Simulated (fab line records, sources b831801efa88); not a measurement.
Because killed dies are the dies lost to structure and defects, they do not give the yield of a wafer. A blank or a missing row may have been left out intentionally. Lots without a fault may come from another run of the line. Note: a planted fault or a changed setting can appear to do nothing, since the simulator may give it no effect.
8D (eight disciplines) problem report, filled in by code || flow gf180mcu || the parts of the form that need people (team, actions taken, sign-off) are left out

== 1. THE ISSUE ==
V3_W_RS at GF_V3_RS_MEAS_24 reads a mean of 0.466 ohm/sq on 6 wafers of 2 lots; wafers without a fault read 0.327 ohm/sq with a standard deviation of 0.0035. Measured from the usual mean, that is +40 standard deviations.
The step: measures by four-point-probe.
First seen on wafer L624.1, day 26 18:53, on film_metro-04. The record has a number at this step for 36 wafers belonging to 12 lots. By rule, "out" or "out of limits" means more than 4 standard deviations away from the usual mean. Any other wafer with a number is counted as sound.

== 2. WHAT IT IS; WHAT IT IS NOT ==
{"question": "which readings at this step", "is": "V3_W_RS", "is not": "-"}
{"question": "which lots", "is": "L624, L626", "is not": "L613, L615, L616, L617, L618, L619, L623, L629, L630, L633"}
{"question": "which wafers of those lots", "is": "all that have a number", "is not": "-"}
{"question": "read on which gauges", "is": "film_metro-03, film_metro-04", "is not": "film_metro-02"}
{"question": "when", "is": "from day 26 18:53", "is not": "up to then (21 sound wafers); but 9 sound wafers of L629, L630, L633 came after"}

== 3. WHAT RULES OUT EACH SUSPECT ==
Counting: a tool at any process step up to the reading remains a suspect when it ran all the lots that are out and ran no sound lot after the first of those.
- the gauge at GF_V3_RS_MEAS_24 has been ruled out. The wafers that are out were read on 2 gauges (film_metro-03, film_metro-04).
- cvd_w-02 at GF_V3_CVD_23 (deposits W, target thk 350 nm, time 104.9 s): kept. All lots that are out passed through it, beginning with L624 at day 26 18:47, and no sound lot followed; its final sound lot before that point was L623 at day 26 17:32.
Remaining after the count: cvd_w-02 at GF_V3_CVD_23.

== 4. THE CAUSE (what the simulator had put in) ==
Site profile drift: cvd_w-02, from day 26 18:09 on, at GF_V3_CVD_23. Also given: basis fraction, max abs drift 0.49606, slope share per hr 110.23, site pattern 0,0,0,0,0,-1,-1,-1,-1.
Counting left only this tool.

== 5. THE CHAIN OF EFFECTS, in route order ==
One row per reading whose mean, taken over the struck wafers that have a number, lies over 3 standard deviations from the usual. Only readings for which the record gives a usual standard deviation are gone through. hours: the time from each lot's start at the first step in this table that gives one to its start at this step, as a median over the lots. sigmas: the change in usual standard deviations.
{"hours": 0, "step": "GF_V3_RS_MEAS_24", "reading": "V3_W_RS", "usual": "0.327 ohm/sq", "on struck wafers": 0.466, "change": "+0.139", "sigmas": "+40"}
{"hours": 0, "step": "GF_V3_THK_MEAS_25", "reading": "V3_W_THK", "usual": "347 nm", "on struck wafers": 270, "change": -77, "sigmas": -14}

== 6. HOW IT WOULD HAVE BEEN CAUGHT EARLIER ==
In this record the first reading out of limits at a measuring or inspecting step was taken at day 26 18:53, 1 hour after the fault began at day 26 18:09.
Tool readings at GF_V3_CVD_23 with a usual standard deviation given in the record: none out on any struck wafer, hence no alarm at a limit of 4 standard deviations on them.
Lots out: 2; of these, L626 started GF_V3_CVD_23 on cvd_w-02 after day 26 18:53. Had the tool been put on hold then, it would have been spared.
